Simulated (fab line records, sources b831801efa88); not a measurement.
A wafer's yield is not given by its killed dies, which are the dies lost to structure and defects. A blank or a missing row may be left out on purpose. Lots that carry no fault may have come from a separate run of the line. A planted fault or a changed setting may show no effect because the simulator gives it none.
fab line records | flow gf180mcu
[record] lots = 12 | wafers = 36 | last_day = 34
route steps=602 shown PSD@261 CONTACT@289 M1@315
lots that met no fault: taken from a fault-free run of the same line
start_h: the number of hours between the record's first day and the start of the first shown wafer of the lot | wait_h: hours since the lot's step before | " same as the row above | L1.1+2: one row covering several wafers at once | - value missing, or start not given | * or withheld: withheld | < > ~ a bound
route shown NAME@n: names a module that has steps shown in the file, with the first one's number in the route | usual: mean and standard deviation over wafers with no fault | same: alike in all rows | chamber/n: place in a boat | sites: readings site by site | _std_site: standard deviation of those values | _edge_site: outer sites' mean less inner sites' | radius_mm: how far each site lies from the wafer's centre | mask NAME#n: copy n | behind: tool/chamber where the wafer was last shaped | hold: cause of the lot's hold/its duration in hours/its outcome | device: transistor that didn't switch, given as n, p or np | end of line: at the end of the route, the tests of the same wafers | a step without rows: its recipe alone | killed: dies that structure and defects cost at the first sort, which is not the same as the wafer's yield | map: the dies of a wafer, with x for killed, . for not killed, _ for no die there
set.NAME: the run value of the setting; set.NAME@STEP: its run value at that earlier step | model.NAME: the simulator's own value behind a step, which no gauge read
the route's steps for a sample of lots (tables are steps, rows are wafers)
services: when a tool's chamber went out of use (start_h, in hours from the record's first day, below 0 if earlier), for how many hours, and the reason
[[steps]]
[step GF_PSD_RTA_13]
[recipe] temp_c = 1025 | time_s = 20 | ambient = N2
[usual] lamp_power_pct = 32/3.5 | wafer_temp_C_max = 1032.0/2.2
lot.wafer | tool          | chamber | start_h | wait_h | lamp_power_pct | wafer_temp_C_max
L237.1    | rtp_anneal-02 | 0       | 322.89  | 0.0    | 37             | 1031.3
L237.4    | "             | 0       | "       | "      | 37             | 1030.4
L237.6    | "             | 0       | "       | "      | 36             | 1027.6
L239.3    | rtp_anneal-01 | 0       | 341.29  | 0.0    | 29             | 1033.8
L239.4    | "             | 0       | "       | "      | 29             | 1031.7
L239.5    | "             | 0       | "       | "      | 29             | 1030.8
L240.1    | rtp_anneal-02 | 0       | 347.18  | 0.0    | 36             | 1029.0
L240.5    | "             | 0       | "       | "      | 36             | 1030.6
L240.6    | "             | 0       | "       | "      | 37             | 1029.7
L243.3    | rtp_anneal-02 | 0       | 377.22  | 0.0    | 36             | 1029.5
L243.4    | "             | 0       | "       | "      | 36             | 1030.8
L243.5    | "             | 0       | "       | "      | 37             | 1031.0
L245.1    | rtp_anneal-01 | 0       | 407.44  | 0.0    | 29             | 1030.7
L245.3    | "             | 0       | "       | "      | 29             | 1035.0
L245.4    | "             | 0       | "       | "      | 29             | 1034.9
L246.2    | rtp_anneal-01 | 0       | 414.09  | 0.0    | 29             | 1031.9
L246.4    | "             | 0       | "       | "      | 29             | 1032.4
L246.5    | "             | 0       | "       | "      | 29             | 1033.5
L247.1    | rtp_anneal-02 | 0       | 418.53  | 0.0    | 37             | 1032.5
L247.3    | "             | 0       | "       | "      | 37             | 1028.6
L247.4    | "             | 0       | "       | "      | 36             | 1028.6
L249.1    | rtp_anneal-01 | 0       | 434.58  | 0.0    | 29             | 1033.3
L249.3    | "             | 0       | "       | "      | 29             | 1032.7
L249.6    | "             | 0       | "       | "      | 29             | 1033.4
L251.4    | rtp_anneal-01 | 0       | 450.43  | 0.0    | 29             | 1033.5
L251.5    | "             | 0       | "       | "      | 29             | 1033.8
L251.6    | "             | 0       | "       | "      | 29             | 1033.8
L257.1    | rtp_anneal-01 | 0       | 493.56  | 0.0    | 29             | 1031.7
L257.2    | "             | 0       | "       | "      | 29             | 1032.7
L257.3    | "             | 0       | "       | "      | 29             | 1032.8
L258.2    | rtp_anneal-02 | 0       | 500.10  | 0.0    | 36             | 1029.8
L258.4    | "             | 0       | "       | "      | 36             | 1028.0
L258.6    | "             | 0       | "       | "      | 36             | 1028.8
L259.2    | rtp_anneal-01 | 0       | 512.37  | 0.0    | 29             | 1035.1
L259.4    | "             | 0       | "       | "      | 29             | 1033.6
L259.5    | "             | 0       | "       | "      | 29             | 1033.5
[step GF_CONTACT_CVD_02]
[recipe] material = SiO2 | target_thk_nm = 860 | precursor = TEOS | temp_c = 400 | time_s = 95.992 | rf_w = 600
[usual] heater_power_w = 659/100 | susceptor_temp_C = 399.96/0.22
lot.wafer | tool     | chamber | start_h | wait_h | heater_power_w | susceptor_temp_C
L237.1    | pecvd-02 | 1       | 345.32  | 0.1    | 646            | 400.13
L237.4    | "        | 0       | "       | "      | 746            | 400.42
L237.6    | "        | 1       | "       | "      | 681            | 399.95
L239.3    | pecvd-02 | 0       | 364.21  | 0.0    | 725            | 400.21
L239.4    | "        | 0       | "       | "      | 763            | 399.98
L239.5    | "        | 2       | "       | "      | 577            | 399.91
L240.1    | pecvd-03 | 1       | 370.20  | 0.1    | 644            | 399.85
L240.5    | "        | 1       | "       | "      | 694            | 400.24
L240.6    | "        | 0       | "       | "      | 702            | 399.87
L243.3    | pecvd-03 | 1       | 400.72  | 0.0    | 555            | 400.20
L243.4    | "        | 0       | "       | "      | 558            | 400.07
L243.5    | "        | 1       | "       | "      | 639            | 400.54
L245.1    | pecvd-04 | 1       | 432.16  | 0.1    | 807            | 400.07
L245.3    | "        | 2       | "       | "      | 589            | 400.01
L245.4    | "        | 1       | "       | "      | 827            | 399.82
L246.2    | pecvd-02 | 2       | 439.29  | 0.0    | 476            | 399.98
L246.4    | "        | 1       | "       | "      | 704            | 400.01
L246.5    | "        | 0       | "       | "      | 741            | 400.01
L247.1    | pecvd-02 | 1       | 443.78  | 0.1    | 554            | 399.83
L247.3    | "        | 0       | "       | "      | 747            | 400.11
L247.4    | "        | 2       | "       | "      | 570            | 400.26
L249.1    | pecvd-03 | 1       | 459.99  | 0.1    | 575            | 400.18
L249.3    | "        | 2       | "       | "      | 834            | 400.04
L249.6    | "        | 1       | "       | "      | 606            | 399.63
L251.4    | pecvd-02 | 1       | 475.48  | 0.1    | 688            | 399.91
L251.5    | "        | 2       | "       | "      | 528            | 400.05
L251.6    | "        | 0       | "       | "      | 699            | 400.00
L257.1    | pecvd-02 | 0       | 518.39  | 0.1    | 762            | 400.06
L257.2    | "        | 2       | "       | "      | 482            | 399.90
L257.3    | "        | 1       | "       | "      | 560            | 399.88
L258.2    | pecvd-04 | 2       | 524.95  | 0.0    | 539            | 399.85
L258.4    | "        | 1       | "       | "      | 850            | 400.34
L258.6    | "        | 1       | "       | "      | 668            | 400.05
L259.2    | pecvd-02 | 0       | 536.50  | 0.0    | 660            | 399.96
L259.4    | "        | 2       | "       | "      | 534            | 399.86
L259.5    | "        | 0       | "       | "      | 695            | 400.02
[step GF_CONTACT_CVD_24]
[recipe] material = W | target_thk_nm = 300 | time_s = 90.339 | temp_c = 400 | pressure_torr = 40
[usual] chamber_pressure_Torr = 39.99/0.078 | heater_power_w = 742/89 | susceptor_temp_C = 400.06/0.25
lot.wafer | tool     | chamber | start_h | wait_h | chamber_pressure_Torr | heater_power_w | susceptor_temp_C
L237.1    | cvd_w-01 | 1       | 369.16  | 0.0    | 39.97                 | 799            | 399.67
L237.4    | "        | 1       | "       | "      | 39.86                 | 798            | 399.58
L237.6    | "        | 0       | "       | "      | 39.92                 | 643            | 400.07
L239.3    | cvd_w-02 | 1       | 387.67  | 0.1    | 39.94                 | 883            | 400.09
L239.4    | "        | 0       | "       | "      | 40.02                 | 708            | 400.10
L239.5    | "        | 1       | "       | "      | 39.90                 | 888            | 400.00
L240.1    | cvd_w-01 | 1       | 394.23  | 0.0    | 39.99                 | 807            | 400.11
L240.5    | "        | 1       | "       | "      | 40.03                 | 806            | 399.64
L240.6    | "        | 0       | "       | "      | 39.97                 | 653            | 400.13
L243.3    | cvd_w-02 | 0       | 425.38  | 0.1    | 39.90                 | 658            | 400.50
L243.4    | "        | 1       | "       | "      | 39.97                 | 858            | 400.12
L243.5    | "        | 0       | "       | "      | 39.99                 | 670            | 400.45
L245.1    | cvd_w-02 | 0       | 457.11  | 0.0    | 39.99                 | 671            | 400.37
L245.3    | "        | 0       | "       | "      | 39.93                 | 655            | 400.35
L245.4    | "        | 1       | "       | "      | 40.10                 | 856            | 400.18
L246.2    | cvd_w-02 | 1       | 465.09  | 0.0    | 40.04                 | 862            | 399.85
L246.4    | "        | 0       | "       | "      | 39.94                 | 673            | 400.45
L246.5    | "        | 1       | "       | "      | 39.92                 | 848            | 400.06
L247.1    | cvd_w-02 | 1       | 469.33  | 0.0    | 34.24                 | 852            | 399.63
L247.3    | "        | 1       | "       | "      | 34.15                 | 851            | 399.29
L247.4    | "        | 0       | "       | "      | 40.03                 | 666            | 399.97
L249.1    | cvd_w-02 | 0       | 485.63  | 0.0    | 39.92                 | 685            | 400.01
L249.3    | "        | 1       | "       | "      | 34.23                 | 838            | 400.21
L249.6    | "        | 0       | "       | "      | 40.04                 | 682            | 400.03
L251.4    | cvd_w-01 | 1       | 500.02  | 0.1    | 39.94                 | 820            | 400.02
L251.5    | "        | 0       | "       | "      | 40.12                 | 628            | 399.86
L251.6    | "        | 1       | "       | "      | 40.14                 | 814            | 399.69
L257.1    | cvd_w-01 | 0       | 542.15  | 0.0    | 40.05                 | 646            | 400.47
L257.2    | "        | 1       | "       | "      | 39.98                 | 807            | 400.02
L257.3    | "        | 0       | "       | "      | 40.05                 | 649            | 400.24
L258.2    | cvd_w-01 | 1       | 548.95  | 0.0    | 40.20                 | 814            | 399.94
L258.4    | "        | 1       | "       | "      | 39.99                 | 812            | 399.79
L258.6    | "        | 1       | "       | "      | 40.06                 | 814            | 399.44
L259.2    | cvd_w-02 | 0       | 560.24  | 0.0    | 39.89                 | 677            | 400.11
L259.4    | "        | 0       | "       | "      | 39.93                 | 689            | 399.86
L259.5    | "        | 0       | "       | "      | 39.92                 | 667            | 399.89
[step GF_CONTACT_RS_MEAS_25]
[recipe] thk_meas_gauge = four-point-probe | reads = W_of_CONTACT_CVD_24+TiN_of_CONTACT_SPUTTER_23+Ti_of_CONTACT_SPUTTER_22
[usual] CONTACT_W_RS = 0.376/0.0083
lot.wafer | tool          | chamber | start_h | wait_h | hold                     | CONTACT_W_RS[ohm/sq]
L237.1    | film_metro-03 | -       | 369.26  | 0.1    | -                        | 0.384
L237.4    | "             | -       | "       | "      | -                        | 0.383
L237.6    | "             | -       | "       | "      | -                        | 0.367
L239.3    | film_metro-01 | -       | 387.78  | 0.1    | -                        | 0.384
L239.4    | "             | -       | "       | "      | -                        | 0.385
L239.5    | "             | -       | "       | "      | -                        | 0.386
L240.1    | film_metro-03 | -       | 394.33  | 0.1    | -                        | 0.380
L240.5    | "             | -       | "       | "      | -                        | 0.376
L240.6    | "             | -       | "       | "      | -                        | 0.357
L243.3    | film_metro-01 | -       | 425.49  | 0.1    | -                        | 0.379
L243.4    | "             | -       | "       | "      | -                        | 0.385
L243.5    | "             | -       | "       | "      | -                        | 0.378
L245.1    | film_metro-03 | -       | 457.21  | 0.1    | -                        | 0.377
L245.3    | "             | -       | "       | "      | -                        | 0.380
L245.4    | "             | -       | "       | "      | -                        | 0.380
L246.2    | film_metro-01 | -       | 465.21  | 0.1    | -                        | 0.377
L246.4    | "             | -       | "       | "      | -                        | 0.380
L246.5    | "             | -       | "       | "      | -                        | 0.379
L247.1    | film_metro-02 | -       | 469.43  | 0.1    | await_dispo/0.2h/release | 0.411
L247.3    | "             | -       | "       | "      | await_dispo/0.2h/release | 0.404
L247.4    | "             | -       | "       | "      | await_dispo/0.2h/release | 0.378
L247.1    | film_metro-02 | -       | 469.72  | 0.3    | -                        | 0.411
L247.3    | "             | -       | "       | "      | -                        | 0.405
L247.4    | "             | -       | "       | "      | -                        | 0.378
L249.1    | film_metro-01 | -       | 485.73  | 0.1    | await_dispo/0.2h/release | 0.378
L249.3    | "             | -       | "       | "      | await_dispo/0.2h/release | 0.414
L249.6    | "             | -       | "       | "      | await_dispo/0.2h/release | 0.380
L249.1    | film_metro-01 | -       | 486.01  | 0.3    | -                        | 0.379
L249.3    | "             | -       | "       | "      | -                        | 0.414
L249.6    | "             | -       | "       | "      | -                        | 0.381
L251.4    | film_metro-03 | -       | 500.15  | 0.1    | -                        | 0.382
L251.5    | "             | -       | "       | "      | -                        | 0.365
L251.6    | "             | -       | "       | "      | -                        | 0.376
L257.1    | film_metro-03 | -       | 542.25  | 0.1    | -                        | 0.371
L257.2    | "             | -       | "       | "      | -                        | 0.381
L257.3    | "             | -       | "       | "      | -                        | 0.362
L258.2    | film_metro-02 | -       | 549.07  | 0.1    | -                        | 0.384
L258.4    | "             | -       | "       | "      | -                        | 0.383
L258.6    | "             | -       | "       | "      | -                        | 0.384
L259.2    | film_metro-02 | -       | 560.36  | 0.1    | -                        | 0.383
L259.4    | "             | -       | "       | "      | -                        | 0.380
L259.5    | "             | -       | "       | "      | -                        | 0.382
[step GF_CONTACT_THK_MEAS_26]
[recipe] thk_meas_gauge = xrf | reads = W_of_CONTACT_CVD_24
[usual] CONTACT_W_THK = 314/7.2
lot.wafer | tool          | chamber | start_h | wait_h | hold                     | CONTACT_W_THK[nm]
L237.1    | film_metro-03 | -       | 369.38  | 0.1    | -                        | 307
L237.4    | "             | -       | "       | "      | -                        | 309
L237.6    | "             | -       | "       | "      | -                        | 322
L239.3    | film_metro-01 | -       | 387.88  | 0.1    | -                        | 309
L239.4    | "             | -       | "       | "      | -                        | 310
L239.5    | "             | -       | "       | "      | -                        | 308
L240.1    | film_metro-03 | -       | 394.45  | 0.1    | -                        | 309
L240.5    | "             | -       | "       | "      | -                        | 313
L240.6    | "             | -       | "       | "      | -                        | 328
L243.3    | film_metro-01 | -       | 425.59  | 0.1    | -                        | 311
L243.4    | "             | -       | "       | "      | -                        | 306
L243.5    | "             | -       | "       | "      | -                        | 313
L245.1    | film_metro-03 | -       | 457.33  | 0.1    | -                        | 314
L245.3    | "             | -       | "       | "      | -                        | 312
L245.4    | "             | -       | "       | "      | -                        | 312
L246.2    | film_metro-01 | -       | 465.32  | 0.1    | -                        | 314
L246.4    | "             | -       | "       | "      | -                        | 309
L246.5    | "             | -       | "       | "      | -                        | 312
L247.1    | film_metro-02 | -       | 472.51  | 2.8    | await_dispo/0.2h/release | 286
L247.3    | "             | -       | "       | "      | await_dispo/0.2h/release | 291
L247.4    | "             | -       | "       | "      | await_dispo/0.2h/release | 311
L247.1    | film_metro-02 | -       | 472.74  | 0.2    | -                        | 286
L247.3    | "             | -       | "       | "      | -                        | 292
L247.4    | "             | -       | "       | "      | -                        | 312
L249.1    | film_metro-01 | -       | 491.82  | 5.8    | await_dispo/0.2h/release | 311
L249.3    | "             | -       | "       | "      | await_dispo/0.2h/release | 284
L249.6    | "             | -       | "       | "      | await_dispo/0.2h/release | 308
L249.1    | film_metro-01 | -       | 492.05  | 0.2    | -                        | 310
L249.3    | "             | -       | "       | "      | -                        | 285
L249.6    | "             | -       | "       | "      | -                        | 310
L251.4    | film_metro-03 | -       | 500.24  | 0.1    | -                        | 313
L251.5    | "             | -       | "       | "      | -                        | 325
L251.6    | "             | -       | "       | "      | -                        | 315
L257.1    | film_metro-03 | -       | 542.37  | 0.1    | -                        | 318
L257.2    | "             | -       | "       | "      | -                        | 309
L257.3    | "             | -       | "       | "      | -                        | 325
L258.2    | film_metro-02 | -       | 549.18  | 0.1    | -                        | 307
L258.4    | "             | -       | "       | "      | -                        | 309
L258.6    | "             | -       | "       | "      | -                        | 308
L259.2    | film_metro-02 | -       | 560.47  | 0.1    | -                        | 309
L259.4    | "             | -       | "       | "      | -                        | 309
L259.5    | "             | -       | "       | "      | -                        | 309
[step GF_M1_SPUTTER_00]
[recipe] material = Ti | target_thk_nm = 37.5 | arriving_ion_energy_ev = 80 | substrate_temp_c = 200 | chamber_pressure_pa = 2 | power_w = 4000 | time_s = 150
[usual] chamber_pressure_pa = 2.000/0.0038 | throttle_valve_pct = 30.1/1.2
lot.wafer | tool           | chamber | start_h | wait_h | chamber_pressure_pa | throttle_valve_pct
L237.1    | pvd_sputter-02 | -       | 369.74  | 0.2    | 1.998               | 30.3
L237.4    | "              | -       | "       | "      | 2.005               | 32.1
L237.6    | "              | -       | "       | "      | 2.004               | 32.0
L239.3    | pvd_sputter-04 | -       | 388.22  | 0.2    | 2.002               | 29.5
L239.4    | "              | -       | "       | "      | 2.003               | 29.9
L239.5    | "              | -       | "       | "      | 2.002               | 29.6
L240.1    | pvd_sputter-04 | -       | 394.81  | 0.1    | 2.007               | 29.9
L240.5    | "              | -       | "       | "      | 1.998               | 29.7
L240.6    | "              | -       | "       | "      | 1.995               | 30.7
L243.3    | pvd_sputter-04 | -       | 425.93  | 0.1    | 2.001               | 29.5
L243.4    | "              | -       | "       | "      | 2.002               | 30.0
L243.5    | "              | -       | "       | "      | 1.992               | 29.9
L245.1    | pvd_sputter-03 | -       | 457.69  | 0.2    | 1.995               | 29.1
L245.3    | "              | -       | "       | "      | 1.999               | 31.7
L245.4    | "              | -       | "       | "      | 1.996               | 31.5
L246.2    | pvd_sputter-03 | -       | 465.67  | 0.1    | 2.007               | 31.3
L246.4    | "              | -       | "       | "      | 2.005               | 28.0
L246.5    | "              | -       | "       | "      | 1.995               | 27.7
L247.1    | pvd_sputter-02 | -       | 473.11  | 0.2    | 1.995               | 30.7
L247.3    | "              | -       | "       | "      | 2.004               | 30.4
L247.4    | "              | -       | "       | "      | 2.001               | 32.3
L249.1    | pvd_sputter-03 | -       | 497.48  | 0.1    | 1.997               | 29.1
L249.3    | "              | -       | "       | "      | 2.004               | 27.9
L249.6    | "              | -       | "       | "      | 2.008               | 27.8
L251.4    | pvd_sputter-04 | -       | 500.57  | 0.2    | 2.004               | 29.8
L251.5    | "              | -       | "       | "      | 2.003               | 30.9
L251.6    | "              | -       | "       | "      | 2.006               | 30.1
L257.1    | pvd_sputter-04 | -       | 542.73  | 0.1    | 2.002               | 30.6
L257.2    | "              | -       | "       | "      | 2.002               | 29.8
L257.3    | "              | -       | "       | "      | 1.998               | 29.6
L258.2    | pvd_sputter-03 | -       | 549.53  | 0.1    | 1.997               | 31.5
L258.4    | "              | -       | "       | "      | 1.999               | 29.0
L258.6    | "              | -       | "       | "      | 2.004               | 29.2
L259.2    | pvd_sputter-03 | -       | 560.82  | 0.1    | 2.001               | 28.3
L259.4    | "              | -       | "       | "      | 2.002               | 31.4
L259.5    | "              | -       | "       | "      | 1.998               | 31.4
[[services]]
tool           | chamber | start_h | hours | kind
pecvd-02       | -       | 302.04  | 2.8   | pm
pvd_sputter-04 | -       | 308.78  | 0.9   | repair
pvd_sputter-03 | -       | 344.22  | 1.2   | repair
cvd_w-02       | -       | 348.75  | 6.9   | pm
pvd_sputter-02 | -       | 353.29  | 4.3   | repair
pvd_sputter-03 | -       | 358.13  | 2.6   | repair
pecvd-04       | -       | 368.88  | 14.0  | pm
cvd_w-02       | 1       | 371.87  | 5.1   | repair
pecvd-03       | -       | 375.85  | 2.8   | pm
cvd_w-02       | -       | 390.00  | 14.0  | pm
pvd_sputter-04 | -       | 392.01  | 1.2   | repair
pecvd-04       | 2       | 407.89  | 4.3   | repair
pvd_sputter-03 | -       | 414.66  | 9.9   | repair
pecvd-03       | 0       | 419.69  | 20.5  | repair
pecvd-04       | 1       | 434.92  | 8.3   | repair
pecvd-04       | -       | 442.00  | 5.5   | pm
cvd_w-02       | -       | 482.87  | 0.4   | repair
rtp_anneal-01  | -       | 496.66  | 4.6   | pm
pecvd-04       | 0       | 505.70  | 22.1  | repair
pecvd-03       | 2       | 515.20  | 5.0   | repair
cvd_w-01       | -       | 518.06  | 0.5   | repair
pvd_sputter-02 | -       | 520.04  | 7.6   | repair
cvd_w-02       | -       | 547.99  | 2.8   | pm
pvd_sputter-03 | -       | 551.42  | 1.7   | repair
[[key]]
[first_sign] step = GF_CONTACT_CVD_24 | reading = chamber_pressure_Torr | direction = down | sigmas = 74 | usual = 39.99 | struck = 34.20
[effect] step = GF_CONTACT_RS_MEAS_25 | reading = visit | direction = added
[effect] step = GF_CONTACT_THK_MEAS_26 | reading = visit | direction = added
met_at GF_CONTACT_CVD_24
struck_lots L247,L249
struck_wafers L247.1,L247.3,L249.3
tester_left_out L247,L249
not_acting_at GF_PSD_RTA_13,GF_CONTACT_CVD_02,GF_M1_SPUTTER_00
onset_between 465.09 469.33
[fault] kind = process_parameter_drift | tool = cvd_w-02 | chamber = 1 | onset_h = 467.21 | steps = GF_CONTACT_CVD_24 | channel = pressure_torr | offset = -5.9501 | shape = step | end_h = 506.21 | acts_in = these_recipes_only | stated = 40
// tester_left_out: of these lots the tester's yield and bins aren't shown, on N5 and GAA mostly nor the transistor test; their killed dies are dies lost to structure and defects alone, not to doping, threshold or leakage, so they don't give the yield
